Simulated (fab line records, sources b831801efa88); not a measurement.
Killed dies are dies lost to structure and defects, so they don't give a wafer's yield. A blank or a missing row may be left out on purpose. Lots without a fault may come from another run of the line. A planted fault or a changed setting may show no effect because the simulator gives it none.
Which tool did it? | flow gf180mcu | 24 lots, 72 wafers sampled, at 6 steps of a route of 602

WHAT THE GAUGES READ, wafer by wafer
GF_V5_THK_MEAS_03. Usual: V5_CVD_02_THK 1452 nm, standard deviation 23.
lot  | measured     | on            | V5_CVD_02_THK (nm) | flag
L074 | day 26 06:27 | film_metro-03 | 1396 1427 1439     |
L075 | day 26 12:26 | film_metro-01 | 1464 1450 1430     |
L076 | day 27 00:34 | film_metro-02 | 1424 1432 1442     |
L077 | day 27 07:34 | film_metro-03 | 1431 1437 1419     |
L078 | day 27 14:01 | film_metro-03 | 1435 1445 1456     |
L079 | day 28 06:47 | film_metro-03 | 1441 1410 1438     |
L080 | day 28 11:41 | film_metro-01 | 1437 1460 1470     |
L081 | day 28 13:25 | film_metro-01 | 1430 1420 1450     |
L082 | day 28 23:56 | film_metro-01 | 1449 1503 1463     |
L083 | day 29 03:43 | film_metro-03 | 1475 1475 1451     |
L084 | day 29 12:37 | film_metro-02 | 1484 1468 1495     |
L085 | day 29 16:33 | film_metro-03 | 1450 1426 1469     |
L086 | day 29 21:50 | film_metro-01 | 1436 1450 1466     |
L087 | day 30 14:08 | film_metro-03 | 1478 1471 1478     |
L088 | day 30 15:42 | film_metro-03 | 1468 1490 1460     |
L089 | day 30 21:02 | film_metro-03 | 1429 1475 1452     |
L090 | day 31 00:12 | film_metro-02 | 1446 1473 1496     |
L091 | day 31 11:24 | film_metro-03 | 1456 1451 1427     |
L092 | day 31 20:54 | film_metro-01 | 1436 1495 1467     |
L093 | day 32 02:50 | film_metro-01 | 1433 1447 1498     |
L094 | day 32 09:19 | film_metro-03 | 1448 1444 1450     |
L095 | day 32 11:11 | film_metro-01 | 1456 1440 1440     |
L097 | day 32 23:37 | film_metro-02 | 1434 1432 1490     |
L096 | day 33 00:58 | film_metro-02 | 1445 1471 1467     |

GF_TOP_METAL_OVL_MEAS_15. Usual: TOP_METAL_OVL 0.5 nm, standard deviation 1.7.
lot  | measured     | on         | TOP_METAL_OVL (nm) | flag
L074 | day 28 01:25 | overlay-01 | -0.4 -0.2 0.1      |
L075 | day 28 06:26 | overlay-01 | -0.9 -0.7 -0.3     |
L076 | day 28 17:40 | overlay-02 | 1.7 1.1 1.3        |
L077 | day 29 01:03 | overlay-01 | 0.4 -1.1 -1.1      |
L078 | day 29 07:13 | overlay-02 | 1.0 4.1 2.9        |
L079 | day 29 23:47 | overlay-02 | -0.1 -2.3 -2.2     |
L080 | day 30 03:46 | overlay-01 | 2.4 1.9 1.5        |
L081 | day 30 05:16 | overlay-01 | -0.6 -0.8 0.7      |
L082 | day 30 14:43 | overlay-02 | -0.2 -0.4 -2.0     |
L083 | day 30 19:43 | overlay-02 | 3.7 2.7 2.8        |
L084 | day 31 03:38 | overlay-01 | -1.4 -1.9 2.0      |
L085 | day 31 06:43 | overlay-02 | 2.3 3.2 2.6        |
L086 | day 31 12:32 | overlay-02 | -0.9 -0.9 0.3      |
L087 | day 32 03:37 | overlay-02 | -1.0 0.0 2.1       |
L088 | day 32 05:31 | overlay-01 | 0.8 -1.6 -1.9      |
L089 | day 32 09:23 | overlay-02 | -1.2 1.2 1.1       |
L090 | day 32 12:32 | overlay-02 | 3.6 3.5 1.3        |
L091 | day 32 22:19 | overlay-01 | 0.0 -1.0 -1.0      |
L092 | day 33 06:41 | overlay-02 | 0.7 0.1 3.0        |
L093 | day 33 13:07 | overlay-02 | 0.0 0.9 -0.9       |
L094 | day 33 19:05 | overlay-02 | -1.2 0.0 -1.2      |
L095 | day 33 22:01 | overlay-02 | -0.3 0.7 0.2       |
L097 | day 34 08:16 | overlay-01 | 2.8 2.8 2.6        |
L096 | day 34 11:02 | overlay-01 | -1.0 -1.7 -1.6     |

WHICH TOOL RAN EACH LOT (tool, then ch and the chambers of the sampled wafers, then the start)
lot  | GF_MIM_SPUTTER_00            | GF_MIM_SPUTTER_03            | GF_MIM_CVD_05                   | GF_MIM_STRIP_20
L074 | pvd_sputter-02, day 24 10:31 | pvd_sputter-02, day 24 10:40 | pecvd-03 ch 1,2, day 24 10:44   | plasma_asher-03 ch 0,1, day 25 08:13
L075 | pvd_sputter-03, day 24 15:04 | pvd_sputter-03, day 24 15:13 | pecvd-01 ch 0,1,2, day 24 15:17 | plasma_asher-01 ch 0,1, day 25 13:37
L076 | pvd_sputter-04, day 25 05:34 | pvd_sputter-04, day 25 05:44 | pecvd-01 ch 1,2, day 25 05:47   | plasma_asher-03 ch 0, day 26 02:52
L077 | pvd_sputter-03, day 25 12:26 | pvd_sputter-03, day 25 12:35 | pecvd-02 ch 0,1,2, day 25 12:40 | plasma_asher-01 ch 0,1, day 26 09:30
L078 | pvd_sputter-03, day 25 19:31 | pvd_sputter-03, day 25 19:41 | pecvd-02 ch 0,2, day 25 19:44   | plasma_asher-04 ch 0,1, day 26 17:04
L079 | pvd_sputter-02, day 26 12:10 | pvd_sputter-02, day 26 12:19 | pecvd-03 ch 0,1, day 26 12:23   | plasma_asher-01 ch 0,1, day 27 09:16
L080 | pvd_sputter-04, day 26 18:09 | pvd_sputter-04, day 26 18:19 | pecvd-02 ch 0,2, day 26 18:22   | plasma_asher-03 ch 0,1, day 27 14:04
L081 | pvd_sputter-02, day 26 20:26 | pvd_sputter-02, day 26 20:36 | pecvd-02 ch 0,2, day 26 20:40   | plasma_asher-03 ch 0,1, day 27 16:40
L082 | pvd_sputter-02, day 27 05:59 | pvd_sputter-02, day 27 06:08 | pecvd-03 ch 0,1, day 27 06:12   | plasma_asher-01 ch 0,1, day 28 02:36
L083 | pvd_sputter-02, day 27 10:22 | pvd_sputter-02, day 27 10:31 | pecvd-01 ch 0,1,2, day 27 10:35 | plasma_asher-01 ch 0,1, day 28 06:29
L084 | pvd_sputter-03, day 27 19:59 | pvd_sputter-03, day 27 20:09 | pecvd-02 ch 1,2, day 27 20:13   | plasma_asher-03 ch 0,1, day 28 15:32
L085 | pvd_sputter-04, day 28 00:30 | pvd_sputter-04, day 28 00:40 | pecvd-03 ch 1,2, day 28 00:43   | plasma_asher-03 ch 1, day 28 20:12
L086 | pvd_sputter-02, day 28 05:40 | pvd_sputter-02, day 28 05:50 | pecvd-02 ch 0,2, day 28 05:53   | plasma_asher-01 ch 0,1, day 29 01:38
L087 | pvd_sputter-04, day 28 22:04 | pvd_sputter-04, day 28 22:14 | pecvd-03 ch 0,1,2, day 28 22:17 | plasma_asher-03 ch 0,1, day 29 18:24
L088 | pvd_sputter-02, day 29 01:07 | pvd_sputter-02, day 29 01:16 | pecvd-02 ch 1,2, day 29 01:20   | plasma_asher-03 ch 0,1, day 29 20:07
L089 | pvd_sputter-04, day 29 06:54 | pvd_sputter-04, day 29 07:04 | pecvd-02 ch 0,1,2, day 29 07:07 | plasma_asher-01 ch 0,1, day 30 01:18
L090 | pvd_sputter-04, day 29 10:59 | pvd_sputter-04, day 29 11:08 | pecvd-02 ch 0,1,2, day 29 11:12 | plasma_asher-01 ch 0,1, day 30 05:33
L091 | pvd_sputter-04, day 29 21:00 | pvd_sputter-04, day 29 21:10 | pecvd-02 ch 0,1,2, day 29 21:13 | plasma_asher-04 ch 0,1, day 30 15:34
L092 | pvd_sputter-02, day 30 08:56 | pvd_sputter-02, day 30 09:05 | pecvd-02 ch 0,1, day 30 09:09   | plasma_asher-03 ch 0,1, day 31 02:55
L093 | pvd_sputter-03, day 30 14:34 | pvd_sputter-03, day 30 14:43 | pecvd-01 ch 0,1,2, day 30 14:47 | plasma_asher-01 ch 0,1, day 31 08:28
L094 | pvd_sputter-02, day 30 20:49 | pvd_sputter-02, day 30 20:58 | pecvd-01 ch 0,1,2, day 30 21:02 | plasma_asher-03 ch 0,1, day 31 14:44
L095 | pvd_sputter-03, day 30 23:09 | pvd_sputter-03, day 30 23:19 | pecvd-03 ch 0,1,2, day 30 23:22 | plasma_asher-01 ch 0,1, day 31 17:16
L097 | pvd_sputter-04, day 31 12:25 | pvd_sputter-04, day 31 12:35 | pecvd-01 ch 0,1,2, day 31 12:38 | plasma_asher-01 ch 0,1, day 32 05:50
L096 | pvd_sputter-02, day 31 13:42 | pvd_sputter-02, day 31 13:52 | pecvd-02 ch 0,1,2, day 31 13:55 | plasma_asher-04 ch 1, day 32 07:06
- GF_MIM_SPUTTER_00: material Ti, target thk 37.5 nm, time 150 s.
- GF_MIM_SPUTTER_03: material Ti, target thk 10 nm, time 6.7 s.
- GF_MIM_CVD_05: deposits Si3N4, target thk 42 nm, time 29.086 s.
- GF_MIM_STRIP_20: strips in O2/N2.

WHAT THE TOOLS THEMSELVES READ (means of the sampled wafers that have a number; where no wafer has one, the mark that the record gives instead)
GF_MIM_SPUTTER_00. Usual: throttle_valve_pct 30.1 %, standard deviation 1.1.
lot  | tool           | throttle_valve_pct (%) | flag
L074 | pvd_sputter-02 | 29.7                   |
L075 | pvd_sputter-03 | 29.4                   |
L076 | pvd_sputter-04 | 29.8                   |
L077 | pvd_sputter-03 | 29.8                   |
L078 | pvd_sputter-03 | 30.2                   |
L079 | pvd_sputter-02 | 31.6                   |
L080 | pvd_sputter-04 | 29.4                   |
L081 | pvd_sputter-02 | 30.1                   |
L082 | pvd_sputter-02 | 30.7                   |
L083 | pvd_sputter-02 | 31.1                   |
L084 | pvd_sputter-03 | 30.6                   |
L085 | pvd_sputter-04 | 30.2                   |
L086 | pvd_sputter-02 | 31.9                   |
L087 | pvd_sputter-04 | 28.9                   |
L088 | pvd_sputter-02 | 31.1                   |
L089 | pvd_sputter-04 | 29.1                   |
L090 | pvd_sputter-04 | 29.0                   |
L091 | pvd_sputter-04 | 29.7                   |
L092 | pvd_sputter-02 | 30.1                   |
L093 | pvd_sputter-03 | 29.2                   |
L094 | pvd_sputter-02 | 30.3                   |
L095 | pvd_sputter-03 | 29.5                   |
L097 | pvd_sputter-04 | 29.6                   |
L096 | pvd_sputter-02 | 31.8                   |

GF_MIM_SPUTTER_03. Usual: throttle_valve_pct 30.1 %, standard deviation 1.1.
lot  | tool           | throttle_valve_pct (%) | flag
L074 | pvd_sputter-02 | 29.8                   |
L075 | pvd_sputter-03 | 29.5                   |
L076 | pvd_sputter-04 | 29.7                   |
L077 | pvd_sputter-03 | 29.6                   |
L078 | pvd_sputter-03 | 30.2                   |
L079 | pvd_sputter-02 | 31.6                   |
L080 | pvd_sputter-04 | 29.5                   |
L081 | pvd_sputter-02 | 30.1                   |
L082 | pvd_sputter-02 | 30.8                   |
L083 | pvd_sputter-02 | 31.2                   |
L084 | pvd_sputter-03 | 30.7                   |
L085 | pvd_sputter-04 | 29.9                   |
L086 | pvd_sputter-02 | 31.8                   |
L087 | pvd_sputter-04 | 28.9                   |
L088 | pvd_sputter-02 | 30.8                   |
L089 | pvd_sputter-04 | 29.2                   |
L090 | pvd_sputter-04 | 29.1                   |
L091 | pvd_sputter-04 | 30.0                   |
L092 | pvd_sputter-02 | 30.1                   |
L093 | pvd_sputter-03 | 28.9                   |
L094 | pvd_sputter-02 | 30.3                   |
L095 | pvd_sputter-03 | 29.4                   |
L097 | pvd_sputter-04 | 29.7                   |
L096 | pvd_sputter-02 | 31.8                   |

GF_MIM_CVD_05. Usual: heater_power_w 615 W, standard deviation 80; rf_fwd_power_W 443.8 W, standard deviation 2.1.
lot  | tool     | heater_power_w (W) | rf_fwd_power_W (W) | flag
L074 | pecvd-03 | 675                | 441.9              |
L075 | pecvd-01 | 614                | 444.1              |
L076 | pecvd-01 | 525                | 444.2              |
L077 | pecvd-02 | 625                | 442.9              |
L078 | pecvd-02 | 613                | 442.1              |
L079 | pecvd-03 | 558                | 445.0              |
L080 | pecvd-02 | 612                | 442.7              |
L081 | pecvd-02 | 600                | 444.6              |
L082 | pecvd-03 | 573                | 446.3              |
L083 | pecvd-01 | 588                | 443.3              |
L084 | pecvd-02 | 646                | 445.0              |
L085 | pecvd-03 | 685                | 443.3              |
L086 | pecvd-02 | 650                | 444.4              |
L087 | pecvd-03 | 606                | 442.8              |
L088 | pecvd-02 | 657                | 444.3              |
L089 | pecvd-02 | 640                | 443.7              |
L090 | pecvd-02 | 645                | 444.3              |
L091 | pecvd-02 | 659                | 444.1              |
L092 | pecvd-02 | 598                | 446.7              |
L093 | pecvd-01 | 571                | 442.7              |
L094 | pecvd-01 | 562                | 443.8              |
L095 | pecvd-03 | 611                | 443.6              |
L097 | pecvd-01 | 614                | 442.7              |
L096 | pecvd-02 | 616                | 444.2              |

GF_MIM_STRIP_20. Usual: drypump_motor_current_A 5.5 A, standard deviation 0.4; heater_power_w 331 W, standard deviation 22; o2_flow_sccm 3000 sccm, standard deviation 10; oes_product_au 0.692 a.u., standard deviation 0.0046; strip_time_to_endpoint_s 11.23 s, standard deviation 0.035.
lot  | tool            | drypump_motor_current_A (A) | heater_power_w (W) | o2_flow_sccm (sccm) | oes_product_au (a.u.) | strip_time_to_endpoint_s (s) | flag
L074 | plasma_asher-03 | 5.6                         | 309                | 3003                | 0.690                 | 11.18                        |
L075 | plasma_asher-01 | 5.1                         | 335                | 3005                | 0.690                 | 11.22                        |
L076 | plasma_asher-03 | 5.4                         | 297                | 3000                | 0.692                 | 11.26                        |
L077 | plasma_asher-01 | 5.4                         | 345                | 2998                | 0.695                 | 11.25                        |
L078 | plasma_asher-04 | 5.6                         | 343                | 2997                | 0.697                 | 11.23                        |
L079 | plasma_asher-01 | 5.1                         | 331                | 3000                | 0.691                 | 11.23                        |
L080 | plasma_asher-03 | 5.6                         | 314                | 2990                | 0.696                 | 11.22                        |
L081 | plasma_asher-03 | 5.6                         | 306                | 2997                | 0.692                 | 11.26                        |
L082 | plasma_asher-01 | 5.1                         | 334                | 3005                | 0.688                 | 11.25                        |
L083 | plasma_asher-01 | 5.1                         | 340                | 3001                | 0.700                 | 11.26                        |
L084 | plasma_asher-03 | 5.9                         | 325                | 2988                | 0.692                 | 11.21                        |
L085 | plasma_asher-03 | 6.1                         | 339                | 2985                | 0.689                 | 11.27                        |
L086 | plasma_asher-01 | 5.4                         | 342                | 3001                | 0.691                 | 11.21                        |
L087 | plasma_asher-03 | 5.6                         | 310                | 2989                | 0.696                 | 11.24                        |
L088 | plasma_asher-03 | 5.8                         | 324                | 2988                | 0.687                 | 11.25                        |
L089 | plasma_asher-01 | 5.4                         | 347                | 3005                | 0.695                 | 11.24                        |
L090 | plasma_asher-01 | 5.1                         | 334                | 2997                | 0.689                 | 11.21                        |
L091 | plasma_asher-04 | 5.6                         | 358                | 3017                | 0.694                 | 11.24                        |
L092 | plasma_asher-03 | 5.8                         | 324                | 2992                | 0.692                 | 11.18                        |
L093 | plasma_asher-01 | 5.4                         | 341                | 3010                | 0.690                 | 11.19                        |
L094 | plasma_asher-03 | 5.6                         | 313                | 3001                | 0.688                 | 11.23                        |
L095 | plasma_asher-01 | 5.1                         | 332                | 3002                | 0.687                 | 11.21                        |
L097 | plasma_asher-01 | 5.4                         | 344                | 2999                | 0.688                 | 11.17                        |
L096 | plasma_asher-04 | 5.5                         | 324                | 2993                | 0.692                 | 11.26                        |

THE ANSWER, worked out from the rows above alone
Rule: a lot is off if the mean of its wafers that have a number lies more than 3 standard deviations from the usual mean. A lot without any number at a reading at which 4 lots or more have one is off too. The other lots that the step has rows for count as sound. The gauges are gone through in route order, then the tools' own readings, and for those a lot's mean is taken as printed above. The first step at which some lot is off is used, and at that step the reading that is off furthest; a lot without a number counts as furthest.
No lot is off at any reading shown: from this, nothing can be told.

WHAT THE SIMULATOR HAD PUT IN
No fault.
